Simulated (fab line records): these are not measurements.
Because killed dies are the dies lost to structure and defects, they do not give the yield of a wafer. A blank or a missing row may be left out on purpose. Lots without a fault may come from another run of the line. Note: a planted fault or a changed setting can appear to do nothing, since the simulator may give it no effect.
Matching of chambers :: flow sky130 :: 3 sister chambers for SKY_CAP2M_CVD_00 on pecvd-04
The step deposits SiO2, target thk 15.5 nm. 16 wafers are shown with their chamber, then 8 later ones without.

EACH WAFER AND ITS CHAMBER
wafer: L074.1
chamber: 0
heater power w (W): 607

wafer: L074.5
chamber: 1
heater power w (W): 581

wafer: L074.6
chamber: 2
heater power w (W): 574

wafer: L079.1
chamber: 0
heater power w (W): 684

wafer: L079.2
chamber: 1
heater power w (W): 496

wafer: L079.5
chamber: 1
heater power w (W): 518

wafer: L083.2
chamber: 2
heater power w (W): 573

wafer: L083.4
chamber: 1
heater power w (W): 547

wafer: L083.6
chamber: 0
heater power w (W): 586

wafer: L084.1
chamber: 1
heater power w (W): 539

wafer: L084.4
chamber: 1
heater power w (W): 547

wafer: L084.6
chamber: 2
heater power w (W): 646

wafer: L092.1
chamber: 0
heater power w (W): 687

wafer: L092.2
chamber: 2
heater power w (W): 633

wafer: L092.3
chamber: 1
heater power w (W): 524

wafer: L092.4
chamber: 0
heater power w (W): 672

SIGNATURES, as means of the wafers listed above
reading: heater power w
chamber 0: 647.20
chamber 1: 536.00
chamber 2: 606.50
scatter within a chamber: 36.9
Rule: for each reading, subtract the chamber's mean from the wafer's reading, divide by that reading's scatter and square the result; add these up over the readings and take the root, which gives the wafer's distance from the chamber. The wafer belongs to the nearest chamber; if the next one is less than 2 further off, it can't be placed. The scatter is the square root of a quotient: the sum, over the shown wafers, of each reading's squared deviation from its chamber's mean, divided by wafers minus chambers.

WAFERS WITHOUT THEIR CHAMBER
wafer: L092.5
heater power w (W): 635

wafer: L092.6
heater power w (W): 511

wafer: L094.1
heater power w (W): 558

wafer: L094.2
heater power w (W): 716

wafer: L094.6
heater power w (W): 567

wafer: L097.1
heater power w (W): 557

wafer: L097.5
heater power w (W): 687

wafer: L097.6
heater power w (W): 555

EACH ONE'S CHAMBER
wafer: L092.5
from the rows above: can't be placed: 0 or 2
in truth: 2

wafer: L092.6
from the rows above: can't be placed: 1 or 2
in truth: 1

wafer: L094.1
from the rows above: can't be placed: 1 or 2 or 0
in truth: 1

wafer: L094.2
from the rows above: can't be placed: 0 or 2
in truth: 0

wafer: L094.6
from the rows above: can't be placed: 1 or 2 or 0
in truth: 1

wafer: L097.1
from the rows above: can't be placed: 1 or 2 or 0
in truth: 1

wafer: L097.5
from the rows above: can't be placed: 0 or 2
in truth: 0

wafer: L097.6
from the rows above: can't be placed: 1 or 2 or 0
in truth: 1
Correctly placed: 0 of 8. These rows do not allow placing 8 (true chamber among the candidates in 8). Wrongly placed: 0.
